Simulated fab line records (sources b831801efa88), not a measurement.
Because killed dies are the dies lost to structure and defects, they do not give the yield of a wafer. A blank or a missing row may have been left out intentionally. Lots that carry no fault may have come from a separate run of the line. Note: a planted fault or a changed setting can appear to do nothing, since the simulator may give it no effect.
8D (eight disciplines) problem report, filled in by code | flow sky130 | the parts of the form that need people (team, actions taken, sign-off) are left out

## 1. THE ISSUE
At SKY_NWELL_IMPLANT_24, beam energy keV averages 153.27 over 6 wafers from 2 lots, while fault-free wafers read 140.00, standard deviation 0.04. That is +99 or more standard deviations from the usual mean.
Seen first at day 7 07:02 on implanter-02, wafer L938.2. The record holds 18 wafers of 6 lots with a number at this step. By rule, "out" or "out of limits" means more than 4 standard deviations away from the usual mean. Any other wafer with a number is counted as sound.

## 2. WHAT IT IS, WHAT IT ISN'T
question                    | is                     | is not
which readings at this step | beam energy keV        | faraday current uA
which lots                  | L938, L940             | L930, L931, L949, L953
which wafers of those lots  | all that have a number | -
read on which tools         | implanter-02           | implanter-03, implanter-04
when                        | from day 7 07:02       | up to then (6 sound wafers); but 6 sound wafers of L949, L953 came after

## 3. SUSPECTS, AND WHAT RULES EACH OUT
Counting: a tool at a process step up to the reading stays a suspect if it ran every lot that is out and no sound lot after the first of them.
- plasma asher-03 at SKY_NWELL_STRIP_14 (strips in O2/N2): ruled out as a lasting fault. Following L938 (day 6 11:53), the first lot on it that is out, the sound lots L949 were run on it.
- implanter-02 at SKY_NWELL_IMPLANT_24: kept. It ran every lot that is out, first L938 (day 7 07:02), and no sound lot after that; its last sound lot up to then is L931 (day 5 14:29). Its own beam energy keV readings are out on those wafers.
Remaining after the count: implanter-02 at SKY_NWELL_IMPLANT_24.

## 4. THE CAUSE (what the simulator had put in)
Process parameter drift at SKY_NWELL_IMPLANT_24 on implanter-02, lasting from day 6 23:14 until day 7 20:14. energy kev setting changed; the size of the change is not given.
Only this tool survived the counting.

## 5. SEQUENCE OF EFFECTS, ordered by route
Rows list readings where the struck wafers' mean (over those with a number) sits beyond 3 standard deviations from the usual. Scope: only readings with a usual standard deviation given in the record; hours: median across lots of the time from each lot's start at the first step in this table that gives one to its start at this step; sigmas: change in usual standard deviations.
hours | step                 | reading         | usual  | on struck wafers | change | sigmas
0     | SKY_NWELL_IMPLANT_24 | beam energy keV | 140.00 | 153.27           | +13.27 | +99 or more
Here are the process steps it includes:
- SKY_NWELL_IMPLANT_24

## 6. WHAT WOULD HAVE CAUGHT IT SOONER
In this record the first reading out of limits was taken at day 7 07:02, 8 hours after the fault began at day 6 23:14.
